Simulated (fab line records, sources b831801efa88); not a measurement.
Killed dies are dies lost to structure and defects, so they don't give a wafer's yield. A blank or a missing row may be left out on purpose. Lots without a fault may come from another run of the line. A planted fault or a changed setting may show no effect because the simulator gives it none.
fab line records | flow sky130
record lots=12 wafers=34 last_day=50
route steps=708 shown VT_ADJUST_HVTR@139 VT_ADJUST_PCH@150 SONOS_ONO@176 PAD_OPEN@708
lots that met no fault: from a run of the same line without faults
start_h: hours from the record's first day to the start of the lot's first wafer shown | wait_h: hours since the lot's step before | " the same as in the row above | L1.1+2: a row that stands for several wafers | - no value, or no start given | * or withheld: withheld | < > ~ a bound
route shown NAME@n: a module of which the file shows steps, and the number in the route of the first | usual: mean/standard deviation of fault-free wafers | same: alike in all rows | chamber/n: place in a boat | sites: the reading at each site | _std_site: their standard deviation | _edge_site: outer sites' mean less inner sites' | radius_mm: how far each site lies from the wafer's centre | mask NAME#n: copy n | behind: the tool/chamber that last shaped the wafer | hold: why the lot was held/for how many hours/how that ended | device: the transistor (n, p or np) that didn't switch | end of line: the same wafers' tests at the end of the route | a step without rows: its recipe alone | killed: dies lost to structure and defects at the first sort, not the wafer's yield | map: a wafer's dies, x killed, . not, _ none there
set.NAME: the setting as run; set.NAME@STEP: as run at that earlier step | model.NAME: the simulator's own value behind a step, which no gauge read
steps of the route over a sample of lots; a table a step, a row a wafer
services: from which hour (start_h, from the record's first day; less than 0 if before it) a tool's chamber was out of use, for how many hours, and why
## steps
# step SKY_VT_ADJUST_HVTR_OVL_MEAS_08
# usual VT_ADJUST_HVTR_OVL=0.8/1.3
# columns lot.wafer tool chamber start_h wait_h VT_ADJUST_HVTR_OVL[nm]
L484.1 overlay-02 - 210.26 0.1 -0.7
L484.5 " - " " 0.1
L484.6 " - " " 0.8
L487.3 overlay-02 - 229.79 0.1 2.7
L487.5 " - " " 2.5
L487.6 " - " " 2.9
L488.2 overlay-02 - 239.56 0.1 0.4
L488.5 " - " " -0.3
L491.2 overlay-01 - 263.58 0.1 -0.5
L491.3 " - " " 0.8
L491.6 " - " " -0.2
L492.2 overlay-01 - 269.26 0.1 1.8
L492.6 " - " " 1.7
L496.4 overlay-01 - 299.12 0.1 0.6
L496.5 " - " " -0.1
L496.6 " - " " -0.1
L499.1 overlay-02 - 322.86 0.1 2.4
L499.2 " - " " 0.1
L499.5 " - " " 1.0
L501.2 overlay-02 - 336.66 0.1 0.5
L501.4 " - " " 0.2
L501.5 " - " " 3.7
L502.2 overlay-01 - 347.06 0.1 -0.1
L502.4 " - " " 0.3
L502.6 " - " " 1.5
L504.1 overlay-02 - 360.73 0.1 -0.5
L504.3 " - " " -0.6
L504.6 " - " " 1.1
L505.2 overlay-02 - 367.56 0.1 -0.7
L505.4 " - " " 2.3
L505.6 " - " " 1.1
L506.1 overlay-02 - 369.33 0.1 -0.5
L506.3 " - " " 0.8
L506.6 " - " " 2.5
# step SKY_VT_ADJUST_PCH_OVL_MEAS_07
# usual VT_ADJUST_PCH_OVL=0.3/1.6
# columns lot.wafer tool chamber start_h wait_h VT_ADJUST_PCH_OVL[nm]
L484.1 overlay-02 - 232.32 - 3.2
L484.5 " - " " 2.4
L484.6 " - " " 1.3
L487.3 overlay-02 - 252.47 - 1.1
L487.5 " - " " 1.8
L487.6 " - " " 3.1
L488.2 overlay-01 - 263.98 - 2.0
L488.5 " - " " -1.2
L491.2 overlay-01 - 288.14 - -0.8
L491.3 " - " " 0.6
L491.6 " - " " -1.1
L492.2 overlay-02 - 293.99 - 1.0
L492.6 " - " " 0.8
L496.4 overlay-01 - 324.17 - -2.2
L496.5 " - " " -1.0
L496.6 " - " " -2.7
L499.1 overlay-01 - 350.82 - 2.0
L499.2 " - " " 1.8
L499.5 " - " " 2.0
L501.2 overlay-01 - 363.09 - 0.4
L501.4 " - " " -0.7
L501.5 " - " " -0.2
L502.2 overlay-01 - 374.94 - -0.1
L502.4 " - " " 0.8
L502.6 " - " " 0.4
L504.1 overlay-02 - 388.97 - -1.8
L504.3 " - " " -1.9
L504.6 " - " " -0.3
L505.2 overlay-02 - 395.48 - -0.1
L505.4 " - " " 2.8
L505.6 " - " " 0.9
L506.1 overlay-01 - 398.02 - -3.3
L506.3 " - " " -1.1
L506.6 " - " " -1.5
# step SKY_SONOS_ONO_COAT_08
# recipe resist=NOVOLAK spin_rpm=3000 resist_thk_nm=1140
# usual dispense_pressure_kPa=53.1/2.6 spin_speed_rpm=3000.1/2
# columns lot.wafer tool chamber start_h wait_h dispense_pressure_kPa spin_speed_rpm
L484.1 litho_track-01 0 273.16 0.1 55.9 2999.0
L484.5 " 0 " " 55.9 3002.0
L484.6 " 0 " " 55.9 3001.8
L487.3 litho_track-02 0 296.02 0.1 50.6 2997.1
L487.5 " 0 " " 50.6 2997.5
L487.6 " 0 " " 50.7 2999.7
L488.2 litho_track-01 0 307.13 0.1 55.9 2997.4
L488.5 " 0 " " 55.8 3001.1
L491.2 litho_track-01 0 334.48 0.1 55.8 3002.0
L491.3 " 0 " " 55.9 3000.7
L491.6 " 0 " " 55.9 3001.9
L492.2 litho_track-01 0 339.33 0.1 55.8 3001.0
L492.6 " 0 " " 55.8 2998.8
L496.4 litho_track-02 0 371.10 0.1 50.6 2999.1
L496.5 " 0 " " 50.7 2999.2
L496.6 " 0 " " 50.7 2998.0
L499.1 litho_track-01 0 395.91 0.1 55.9 3004.9
L499.2 " 0 " " 55.9 3005.5
L499.5 " 0 " " 55.9 3004.3
L501.2 litho_track-01 0 413.53 0.1 55.9 3000.5
L501.4 " 0 " " 55.9 2998.7
L501.5 " 0 " " 55.9 2999.1
L502.2 litho_track-02 0 424.40 0.1 50.7 2995.3
L502.4 " 0 " " 50.7 2997.6
L502.6 " 0 " " 50.7 2997.6
L504.1 litho_track-01 0 440.66 0.1 55.9 3000.8
L504.3 " 0 " " 55.9 2997.7
L504.6 " 0 " " 55.9 2996.9
L505.2 litho_track-01 0 444.48 0.1 55.9 3001.7
L505.4 " 0 " " 55.9 3002.6
L505.6 " 0 " " 55.9 3000.4
L506.1 litho_track-03 0 447.28 0.1 51.2 2999.7
L506.3 " 0 " " 51.3 3000.3
L506.6 " 0 " " 51.3 2998.5
# step SKY_SONOS_ONO_ETCH_15
# recipe target_depth_nm=19.52 chemistry=CHF3/O2 source_w=600 bias_w=200 pressure_mtorr=40 chf3_flow_sccm=50 O2_flow_sccm=5 time_s=7.8
# usual bias_w=200.0/0.62 drypump_motor_current_A=5.8/0.39 oes_product_au=0.997/0.0082 throttle_valve_pct=8.824/0.0089
# columns lot.wafer tool chamber start_h wait_h bias_w drypump_motor_current_A oes_product_au rf_hours_counter_h throttle_valve_pct
L484.1 rie_diel-04 1 285.71 0.0 199.9 5.9 1.004 109 8.840
L484.5 " 3 " " 198.5 6.0 0.996 - 8.814
L484.6 " 0 " " 200.6 5.8 0.998 - 8.824
L487.3 rie_diel-01 3 308.89 0.0 199.0 6.3 0.996 111 8.824
L487.5 " 3 " " 199.3 6.3 0.989 - 8.820
L487.6 " 2 " " 199.6 5.4 0.990 - 8.819
L488.2 rie_diel-02 3 318.84 0.0 200.2 6.1 0.987 91 8.829
L488.5 " 2 " " 200.5 5.0 1.009 - 8.834
L491.2 rie_diel-02 1 349.26 0.0 200.3 5.3 1.006 77 8.816
L491.3 " 0 " " 200.6 5.5 0.998 64 8.823
L491.6 " 0 " " 200.9 5.5 0.996 - 8.837
L492.2 rie_diel-04 0 353.16 0.0 199.3 5.8 1.001 116 8.825
L492.6 " 3 " " 199.9 6.0 0.992 - 8.824
L496.4 rie_diel-04 2 385.47 0.0 200.8 5.9 0.999 - 8.815
L496.5 " 3 " " 199.6 6.0 0.992 - 8.835
L496.6 " 1 " " 200.4 5.9 1.001 - 8.829
L499.1 rie_diel-01 2 410.86 0.0 200.2 5.4 0.999 44 8.819
L499.2 " 1 " " 199.1 5.2 1.007 13 8.834
L499.5 " 3 " " 200.5 6.2 0.984 - 8.817
L501.2 rie_diel-02 2 427.86 0.0 199.9 5.0 1.002 100 8.842
L501.4 " 0 " " 200.4 5.5 0.997 65 8.824
L501.5 " 2 " " 200.4 5.0 1.007 - 8.809
L502.2 rie_diel-04 0 440.59 0.0 200.7 5.8 0.988 1 8.803
L502.4 " 1 " " 199.3 5.9 0.997 0 8.829
L502.6 " 2 " " 200.8 5.9 0.994 - 8.809
L504.1 rie_diel-01 0 456.14 0.0 200.1 6.2 1.009 3 8.819
L504.3 " 3 " " 199.7 6.3 1.016 1 8.826
L504.6 " 1 " " 200.2 5.2 1.018 - 8.816
L505.2 rie_diel-04 1 459.88 0.0 200.2 5.9 1.000 1 8.827
L505.4 " 3 " " 199.4 6.0 1.006 13 8.842
L505.6 " 3 " " 198.6 6.0 0.999 - 8.818
L506.1 rie_diel-02 2 462.13 0.0 199.8 5.0 0.990 0 8.823
L506.3 " 1 " " 200.7 5.4 1.000 78 8.841
L506.6 " 1 " " 200.2 5.4 0.998 - 8.813
# step SKY_SONOS_ONO_STRIP_17
# recipe chemistry=O2/N2 power_w=1400 pressure_mtorr=1500 platen_temp_c=withheld o2_flow_sccm=3000 n2_flow_sccm=300 overash_fraction=0.5
# usual drypump_motor_current_A=5.49/0.28 n2_flow_sccm=300.1/0.88 oes_product_au=0.710/0.0046 strip_time_to_endpoint_s=14.13/0.037
# columns lot.wafer tool chamber start_h wait_h drypump_motor_current_A n2_flow_sccm oes_product_au rf_hours_counter_h strip_time_to_endpoint_s
L484.1 plasma_asher-02 1 285.82 0.0 5.06 299.9 0.713 59 14.09
L484.5 " 1 " " 5.10 299.8 0.715 - 14.11
L484.6 " 0 " " 5.83 299.4 0.701 - 14.11
L487.3 plasma_asher-03 0 309.03 0.0 5.74 301.4 0.712 - 14.13
L487.5 " 0 " " 5.73 299.6 0.709 - 14.11
L487.6 " 1 " " 5.44 301.8 0.708 - 14.14
L488.2 plasma_asher-01 1 318.95 0.0 5.54 300.5 0.710 50 14.16
L488.5 " 0 " " 5.30 299.4 0.712 - 13.60
L491.2 plasma_asher-01 0 349.41 0.0 5.28 301.6 0.708 53 14.12
L491.3 " 1 " " 5.53 300.8 0.707 - 14.10
L491.6 " 0 " " 5.28 300.9 0.707 - 13.53
L492.2 plasma_asher-03 1 353.27 0.0 5.48 299.9 0.707 67 14.06
L492.6 " 1 " " 5.47 300.7 0.702 - 13.61
L496.4 plasma_asher-02 0 385.61 0.0 5.90 299.7 0.704 - 14.17
L496.5 " 0 " " 5.91 301.4 0.708 - 14.18
L496.6 " 1 " " 5.09 298.5 0.706 - 14.16
L499.1 plasma_asher-01 1 410.97 0.0 5.51 299.3 0.714 59 14.10
L499.2 " 0 " " 5.34 299.6 0.714 59 14.07
L499.5 " 1 " " 5.52 299.0 0.710 - 14.09
L501.2 plasma_asher-01 0 427.97 0.0 5.33 299.5 0.710 60 14.14
L501.4 " 1 " " 5.53 298.6 0.704 - 14.09
L501.5 " 0 " " 5.34 299.8 0.701 - 14.12
L502.2 plasma_asher-03 1 440.71 0.0 5.48 298.6 0.711 75 14.18
L502.4 " 1 " " 5.55 300.6 0.714 - 14.17
L502.6 " 0 " " 5.72 299.0 0.713 - 14.14
L504.1 plasma_asher-02 1 456.24 0.0 5.10 299.5 0.712 2 14.16
L504.3 " 0 " " 5.88 300.1 0.709 - 14.12
L504.6 " 1 " " 5.10 300.9 0.704 - 14.12
L505.2 plasma_asher-03 1 459.99 0.0 5.44 301.4 0.711 77 14.06
L505.4 " 0 " " 5.73 300.0 0.706 - 14.15
L505.6 " 0 " " 5.71 300.4 0.708 - 14.06
L506.1 plasma_asher-03 1 462.24 0.0 5.49 301.4 0.709 77 14.15
L506.3 " 1 " " 5.46 300.8 0.716 - 14.13
L506.6 " 0 " " 5.73 300.0 0.711 - 14.10
# step SKY_PAD_OPEN_PROBE_99
# usual killed_at_M0_to_M3=45/6.9 killed_at_M4_up=3.0/1.7 killed_at_contacts=25/5.6 killed_at_front_end=15/4.2 killed_at_other=0.3/0.55 killed_dies=89/9.6 killed_open=49/7.2 killed_short=39/6.5
# same gross_dies=492 killed_at_back_side=0
# columns lot.wafer tool chamber start_h wait_h killed_at_M0_to_M3 killed_at_M4_up killed_at_contacts killed_at_front_end killed_at_other killed_dies killed_open killed_short
L496.5 prober-02 - 1150.41 0.2 39 2 19 15 0 75 39 35
L499.1 prober-01 - 1165.89 0.1 56 2 23 13 0 94 57 37
L499.2 prober-01 - 1165.94 0.1 44 4 33 18 0 99 51 48
L499.5 prober-01 - 1166.09 0.2 36 8 38 13 1 96 45 51
L501.2 prober-01 - 1178.53 0.1 49 8 24 14 0 95 53 42
L501.5 prober-01 - 1178.68 0.2 43 2 24 7 1 77 50 27
# killed by level:class
L496.5 VIA1:geometric_particle:open=8 CONTACT:geometric_particle:open=7 METAL2:geometric_particle:short=7 METAL1:geometric_particle:short=6 LI_CONTACT:geometric_particle:open=5 FIELD_ISO:geometric_particle:open=4 POLY_GATE:geometric_particle:open=3 SPACER:geometric_particle:open=3
L499.1 VIA1:geometric_particle:open=11 CONTACT:geometric_particle:open=11 VIA2:geometric_particle:open=10 VIA3:geometric_particle:open=9 VIA1:geometric_particle:short=7 LI_CONTACT:geometric_particle:open=4 METAL1:geometric_particle:short=4 METAL2:geometric_particle:short=4
L499.2 CONTACT:geometric_particle:open=16 VIA1:geometric_particle:open=11 LI_CONTACT:geometric_particle:open=8 METAL2:geometric_particle:short=7 VIA1:geometric_particle:short=6 CONTACT:geometric_particle:short=5 POLY_GATE:geometric_particle:short=5 VIA2:geometric_particle:short=4
L499.5 CONTACT:geometric_particle:open=15 CONTACT:geometric_particle:short=11 VIA1:geometric_particle:open=8 METAL4:geometric_particle:short=7 LOCAL_INTERCONNECT:geometric_particle:short=6 VIA2:geometric_particle:open=6 VIA1:geometric_particle:short=5 METAL2:geometric_particle:short=5
L501.2 VIA1:geometric_particle:open=15 CONTACT:geometric_particle:open=8 VIA2:geometric_particle:open=8 LI_CONTACT:geometric_particle:open=7 VIA1:geometric_particle:short=6 METAL4:geometric_particle:short=6 LI_CONTACT:geometric_particle:short=5 METAL2:geometric_particle:short=5
L501.5 VIA1:geometric_particle:open=16 LI_CONTACT:geometric_particle:open=9 CONTACT:geometric_particle:open=8 VIA2:geometric_particle:short=5 POLY_GATE:geometric_particle:open=4 METAL2:geometric_particle:short=4 VIA2:geometric_particle:open=4 LOCAL_INTERCONNECT:geometric_particle:short=3
## services
# columns tool chamber start_h hours kind
rie_diel-02 - 259.06 2.8 pm
plasma_asher-01 - 264.31 7.3 repair
rie_diel-02 - 276.25 4.0 pm
plasma_asher-01 - 282.63 1.5 repair
rie_diel-02 3 326.88 1.9 repair
rie_diel-02 0 333.45 2.4 repair
rie_diel-01 3 337.34 9.0 repair
plasma_asher-01 - 341.27 2.0 repair
litho_track-01 - 356.64 - consumable_replace:filter
rie_diel-04 0 376.18 - clean
rie_diel-04 0 376.18 14.9 scheduled_down
rie_diel-04 0 376.18 14.9 vent_cycle
plasma_asher-02 - 377.76 0.6 repair
rie_diel-04 1 391.57 15.4 repair
rie_diel-04 3 395.09 4.6 repair
rie_diel-04 1 406.96 - clean
rie_diel-04 1 406.96 15.6 scheduled_down
rie_diel-04 1 406.96 15.6 vent_cycle
plasma_asher-02 - 421.25 9.0 pm
plasma_asher-02 - 433.32 1.2 repair
rie_diel-02 2 438.03 - clean
rie_diel-02 2 438.03 19.7 scheduled_down
rie_diel-04 0 446.31 9.7 repair
rie_diel-01 2 456.85 39.9 repair
## key
first_sign step=SKY_SONOS_ONO_STRIP_17 reading=strip_time_to_endpoint_s direction=down sigmas=15 usual=* struck=*
effect none on later readings
met_at SKY_SONOS_ONO_COAT_08
struck_lots L488,L491,L492
struck_wafers L488.5,L491.6,L492.6
sort_left_out L488.5
tester_left_out L488,L491,L492
not_acting_at SKY_VT_ADJUST_HVTR_OVL_MEAS_08,SKY_VT_ADJUST_PCH_OVL_MEAS_07,SKY_SONOS_ONO_ETCH_15
onset_between 273.16 307.13
fault kind=process_parameter_drift tool=litho_track-01 chamber=- onset_h=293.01 steps=SKY_SONOS_ONO_COAT_08 channel=resist_thk_nm offset=-45.209 shape=step end_h=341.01 scope=struck_wafers_only acts_in=these_recipes_only stated=1140
# tester_left_out: of these lots the tester's yield and bins aren't shown, on N5 and GAA mostly nor the transistor test; their killed dies are dies lost to structure and defects alone, not to doping, threshold or leakage, so they don't give the yield
# sort_left_out: the simulated sort isn't trusted on such a fault, so these wafers' sort isn't shown, and their yield isn't known
